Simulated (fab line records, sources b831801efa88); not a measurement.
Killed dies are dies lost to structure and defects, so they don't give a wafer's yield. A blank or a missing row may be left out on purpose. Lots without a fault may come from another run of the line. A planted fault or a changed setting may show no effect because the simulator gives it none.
fab line records | flow gf180mcu
record lots=5 wafers=15 last_day=34
route steps=602 shown V1@346
lots that met no fault: from a run of the same line without faults
start_h: hours from the record's first day to the start of the lot's first wafer shown | wait_h: hours since the lot's step before | " the same as in the row above | L1.1+2: a row that stands for several wafers | - no value, or no start given | * or withheld: withheld | < > ~ a bound
route shown NAME@n: a module of which the file shows steps, and the number in the route of the first | usual: mean/standard deviation of fault-free wafers | same: alike in all rows | chamber/n: place in a boat | sites: the reading at each site | _std_site: their standard deviation | _edge_site: outer sites' mean less inner sites' | radius_mm: how far each site lies from the wafer's centre | mask NAME#n: copy n | behind: the tool/chamber that last shaped the wafer | hold: why the lot was held/for how many hours/how that ended | device: the transistor (n, p or np) that didn't switch | end of line: the same wafers' tests at the end of the route | a step without rows: its recipe alone | killed: dies lost to structure and defects at the first sort, not the wafer's yield | map: a wafer's dies, x killed, . not, _ none there
set.NAME: the setting as run; set.NAME@STEP: as run at that earlier step | model.NAME: the simulator's own value behind a step, which no gauge read
lots at some steps of the route; a table a step, a row a wafer
services: from which hour (start_h, from the record's first day; less than 0 if before it) a tool's chamber was out of use, for how many hours, and why
## steps
# step GF_V1_EXPOSE_11
# recipe mask_id=Via1 target_cd_nm=260 na=0.68 source_shape=conventional sigma_outer=0.6 dose_mj=38
# step GF_V1_PEB_12
# recipe peb_temp_c=135 peb_time_s=90 resist=KrF
# step GF_V1_DEVELOP_13
# recipe develop_time_s=60 resist=KrF dev_temp_c=21
# step GF_V1_CD_MEAS_14
# recipe target_cd_nm=260
# usual cd_nm=259.9/1.1
# columns lot.wafer tool chamber start_h wait_h cd_nm
L170.3 cd_sem-02 - 509.02 0.1 260.4
L170.4 " - " " 258.5
L170.5 " - " " 259.2
L174.3 cd_sem-02 - 543.19 3.5 259.3
L174.4 " - " " 259.7
L174.6 " - " " 257.2
L177.2 cd_sem-02 - 580.68 0.1 259.0
L177.3 " - " " 257.4
L177.4 " - " " 258.6
L180.1 cd_sem-02 - 590.11 0.3 260.1
L180.3 " - " " 260.5
L180.6 " - " " 259.5
L181.2 cd_sem-02 - 591.28 0.1 259.8
L181.3 " - " " 259.9
L181.4 " - " " 260.0
# step GF_V1_OVL_MEAS_15
# usual V1_OVL=-3/6.3
# columns lot.wafer tool chamber start_h wait_h V1_OVL[nm]
L170.3 overlay-01 - 509.11 0.1 -6
L170.4 " - " " 0
L170.5 " - " " -2
L174.3 overlay-01 - 543.28 0.1 2
L174.4 " - " " 0
L174.6 " - " " -3
L177.2 overlay-01 - 580.79 0.1 -6
L177.3 " - " " 3
L177.4 " - " " -16
L180.1 overlay-01 - 590.23 0.1 -8
L180.3 " - " " -8
L180.6 " - " " -4
L181.2 overlay-01 - 591.39 0.1 4
L181.3 " - " " -6
L181.4 " - " " 2
# step GF_V1_ETCH_16
# recipe chemistry=N2/H2 target_depth_a=withheld overetch_a=withheld time_s=withheld target=BARC ion_energy_ev=200 source_w=500 bias_w=100 pressure_mtorr=30 n2_flow_sccm=100 h2_flow_sccm=200
# usual bias_w=100.0/0.33 drypump_motor_current_A=5.69/0.3 oes_product_au=0.853/0.0049 throttle_valve_pct=13.224/0.0094
# columns lot.wafer tool chamber start_h wait_h bias_w drypump_motor_current_A oes_product_au throttle_valve_pct
L170.3 rie_diel-03 0 509.13 0.0 99.4 5.97 0.852 13.217
L170.4 " 0 " " 99.9 5.95 0.857 13.207
L170.5 " 1 " " 99.9 6.11 0.855 13.227
L174.3 rie_diel-03 0 543.30 0.0 100.2 5.95 0.858 13.227
L174.4 " 1 " " 99.8 6.12 0.854 13.223
L174.6 " 3 " " 100.6 5.95 0.859 13.242
L177.2 rie_diel-01 1 580.82 0.0 99.8 5.98 0.852 13.228
L177.3 " 0 " " 100.0 5.73 0.858 13.208
L177.4 " 3 " " 99.9 5.68 0.851 13.230
L180.1 rie_diel-01 0 590.26 0.0 99.8 5.73 0.856 13.218
L180.3 " 3 " " 100.2 5.70 0.850 13.230
L180.6 " 2 " " 99.9 5.17 0.862 13.224
L181.2 rie_diel-03 3 591.42 0.0 99.9 5.91 0.856 13.238
L181.3 " 2 " " 100.0 5.18 0.854 13.220
L181.4 " 1 " " 99.8 6.10 0.854 13.234
# step GF_V1_ETCH_17
# recipe chemistry=C4F8/O2/Ar mask_material=KrF target=SiO2 stop_on=TiN source_w=1500 bias_w=1200 pressure_mtorr=40 c4f8_flow_sccm=withheld O2_flow_sccm=6 Ar_flow_sccm=300 time_s=withheld target_depth_a=6300
# usual bias_w=1200/3.8 oes_product_au=0.856/0.0046
# columns lot.wafer tool chamber start_h wait_h bias_w oes_product_au
L170.3 rie_diel-03 0 - - 1205 0.856
L170.4 " 0 " " 1200 0.863
L170.5 " 1 " " 1200 0.855
L174.3 rie_diel-03 0 - - 1197 0.848
L174.4 " 1 " " 1200 0.850
L174.6 " 3 " " 1197 0.863
L177.2 rie_diel-01 1 - - 1198 0.856
L177.3 " 0 " " 1195 0.854
L177.4 " 3 " " 1199 0.850
L180.1 rie_diel-01 0 - - 1205 0.864
L180.3 " 3 " " 1196 0.859
L180.6 " 2 " " 1203 0.847
L181.2 rie_diel-03 3 - - 1199 0.860
L181.3 " 2 " " 1197 0.858
L181.4 " 1 " " 1200 0.855
# step GF_V1_STRIP_18
# recipe chemistry=O2/N2 power_w=1400 pressure_mtorr=1500 platen_temp_c=250 o2_flow_sccm=3000 n2_flow_sccm=300 overash_fraction=0.5
# usual drypump_motor_current_A=5.8/0.42 heater_power_w=324/37 oes_product_au=0.593/0.0052
# columns lot.wafer tool chamber start_h wait_h drypump_motor_current_A heater_power_w oes_product_au rf_hours_counter_h
L170.3 plasma_asher-01 1 509.30 - 6.1 310 0.587 -
L170.4 " 0 " " 6.4 324 0.584 -
L170.5 " 0 " " 6.4 338 0.590 -
L174.3 plasma_asher-04 0 543.47 - 5.1 400 0.601 -
L174.4 " 1 " " 5.8 276 0.593 -
L174.6 " 1 " " 5.8 270 0.590 -
L177.2 plasma_asher-03 1 580.94 - 5.8 355 0.590 82
L177.3 " 0 " " 5.4 297 0.591 -
L177.4 " 1 " " 5.8 352 0.585 -
L180.1 plasma_asher-03 1 590.39 - 5.8 344 0.600 83
L180.3 " 1 " " 5.8 350 0.585 -
L180.6 " 0 " " 5.4 295 0.596 -
L181.2 plasma_asher-03 0 591.54 - 5.4 293 0.591 84
L181.3 " 0 " " 5.4 300 0.584 -
L181.4 " 1 " " 5.8 352 0.590 -
# step GF_V1_STRIP_19
# recipe chemistry=post_etch_residue_remover time_s=1200 temp_c=72.5
# step GF_V1_CLEAN_20
# recipe chemistry=DIW dry=n2_spin
# step GF_V1_SPUTTER_21
# recipe material=Ti target_thk_nm=15 chamber_pressure_pa=5 power_w=2500 substrate_temp_c=200 time_s=80.02
# step GF_V1_SPUTTER_22
# recipe material=TiN target_thk_nm=10 chamber_pressure_pa=5 power_w=4000 time_s=40
# usual throttle_valve_pct=30.1/1
# columns lot.wafer tool chamber start_h wait_h throttle_valve_pct
L170.3 pvd_sputter-01 - 509.98 0.0 29.3
L170.4 " - " " 30.7
L170.5 " - " " 29.3
L174.3 pvd_sputter-02 - 544.04 0.0 30.0
L174.4 " - " " 32.3
L174.6 " - " " 32.0
L177.2 pvd_sputter-02 - 581.54 0.0 29.2
L177.3 " - " " 31.1
L177.4 " - " " 29.9
L180.1 pvd_sputter-04 - 590.99 0.0 30.0
L180.3 " - " " 30.7
L180.6 " - " " 29.9
L181.2 pvd_sputter-02 - 592.14 0.0 32.3
L181.3 " - " " 29.1
L181.4 " - " " 30.0
# step GF_V1_CVD_23
# recipe material=W target_thk_nm=350 time_s=105.05 temp_c=400 pressure_torr=40
# usual heater_power_w=869/31
# columns lot.wafer tool chamber start_h wait_h heater_power_w model.W_of_V1_CVD_23.thk_nm
L170.3 cvd_w-01 1 510.09 0.1 837 346.4
L170.4 " 1 " " 856 327
L170.5 " 1 " " 846 350.2
L174.3 cvd_w-02 1 544.11 0.1 930 350.4
L174.4 " 0 " " 885 352
L174.6 " 1 " " 907 351.9
L177.2 cvd_w-01 1 581.58 0.0 867 344.8
L177.3 " 0 " " 810 340.7
L177.4 " 1 " " 862 346
L180.1 cvd_w-01 0 591.03 0.0 847 349.7
L180.3 " 1 " " 835 350.3
L180.6 " 1 " " 876 345.3
L181.2 cvd_w-01 1 592.18 0.0 828 352
L181.3 " 0 " " 816 348
L181.4 " 1 " " 865 349.7
# step GF_V1_RS_MEAS_24
# recipe thk_meas_gauge=four-point-probe reads=W_of_V1_CVD_23+TiN_of_V1_SPUTTER_22+Ti_of_V1_SPUTTER_21
# usual V1_W_RS=0.3280/0.0029
# columns lot.wafer tool chamber start_h wait_h V1_W_RS[ohm/sq]
L170.3 film_metro-04 - 510.28 0.2 0.3307
L170.4 " - " " 0.3501
L170.5 " - " " 0.3268
L174.3 film_metro-02 - 544.23 0.1 0.3272
L174.4 " - " " 0.3252
L174.6 " - " " 0.3250
L177.2 film_metro-02 - 581.71 0.1 0.3325
L177.3 " - " " 0.3370
L177.4 " - " " 0.3310
L180.1 film_metro-01 - 591.14 0.1 0.3275
L180.3 " - " " 0.3272
L180.6 " - " " 0.3317
L181.2 film_metro-01 - 592.31 0.1 0.3249
L181.3 " - " " 0.3290
L181.4 " - " " 0.3273
# step GF_V1_THK_MEAS_25
# recipe thk_meas_gauge=xrf reads=W_of_V1_CVD_23
# usual V1_W_THK=345/3.6
# columns lot.wafer tool chamber start_h wait_h V1_W_THK[nm]
L170.3 film_metro-04 - 510.38 0.1 345
L170.4 " - " " 325
L170.5 " - " " 349
L174.3 film_metro-02 - 544.33 0.1 344
L174.4 " - " " 347
L174.6 " - " " 347
L177.2 film_metro-02 - 581.82 0.1 338
L177.3 " - " " 335
L177.4 " - " " 340
L180.1 film_metro-01 - 591.26 0.1 346
L180.3 " - " " 347
L180.6 " - " " 342
L181.2 film_metro-01 - 592.42 0.1 348
L181.3 " - " " 345
L181.4 " - " " 348
# step GF_V1_CMP_26
# recipe stop_on=SiO2 down_force_psi=3.5 platen_rpm=60 t_overpolish_s=15 target_thk_nm=0 pad_velocity_m_s=0.94248
# usual motor_current_A=11.2/0.62 overpolish_run_s=15.002/0.0086 time_to_endpoint_s=85.8/2.8
# columns lot.wafer tool chamber start_h wait_h motor_current_A overpolish_run_s time_to_endpoint_s
L170.3 cmp-01 1 510.52 0.1 11.1 14.996 86.3
L170.4 " 2 " " 11.8 15.001 77.1
L170.5 " 3 " " 10.8 15.012 86.5
L174.3 cmp-01 3 544.98 0.6 11.1 15.010 85.1
L174.4 " 1 " " 11.3 15.000 90.9
L174.6 " 2 " " 11.3 15.025 82.6
L177.4 cmp-01 1 581.87 0.0 11.0 15.003 87.0
L177.2 " 2 " " 11.6 15.013 85.2
L177.3 " 0 " " 11.1 15.014 85.8
L180.3 cmp-02 2 591.37 0.1 11.2 15.006 89.0
L180.1 " 0 " " 12.2 14.992 88.0
L180.6 " 1 " " 11.1 15.007 87.1
L181.2 cmp-02 0 592.47 0.0 12.3 15.004 84.2
L181.3 " 2 " " 10.8 14.995 83.1
L181.4 " 3 " " 10.8 15.006 84.2
## services
# columns tool chamber start_h hours kind
rie_diel-03 3 491.15 - clean
rie_diel-03 3 491.15 20.7 scheduled_down
rie_diel-03 3 491.15 20.7 vent_cycle
cvd_w-01 0 501.08 9.1 repair
cmp-02 - 508.31 0.2 repair
cvd_w-01 - 511.12 1.4 repair
cmp-02 - 518.56 4.8 pm
cmp-01 - 532.11 0.3 repair
cmp-01 - 534.36 5.0 pm
plasma_asher-01 - 540.52 10.0 repair
plasma_asher-03 - 548.91 4.3 pm
rie_diel-01 - 550.89 0.1 repair
plasma_asher-04 - 550.93 14.6 pm
rie_diel-01 3 552.48 9.0 repair
rie_diel-01 0 553.39 1.3 repair
cvd_w-02 - 557.02 1.0 repair
cvd_w-02 - 558.93 6.9 pm
pvd_sputter-04 - 562.72 5.7 repair
cmp-01 - 572.00 4.0 pm
cmp-02 - 577.85 0.8 repair
plasma_asher-04 - 579.02 15.6 pm
plasma_asher-03 - 581.57 5.9 repair
rie_diel-03 - 587.27 2.8 pm
cvd_w-02 - 592.60 14.6 pm
## key
first_sign step=GF_V1_RS_MEAS_24 reading=V1_W_RS direction=up sigmas=7.7 usual=0.3280 struck=0.3501
effect step=GF_V1_THK_MEAS_25 reading=V1_W_THK direction=down sigmas=5.6 usual=345 struck=325
model_effect step=GF_V1_CVD_23 value=W_of_V1_CVD_23.thk_nm without=343.7 struck=327
met_at GF_V1_CVD_23
struck_wafers L170.4
fault kind=process_parameter_drift tool=cvd_w-01 chamber=- onset_h=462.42 steps=GF_V1_CVD_23 channel=target_thk_nm offset=-16.698 shape=step end_h=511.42 scope=struck_wafers_only acts_in=these_recipes_only stated=350
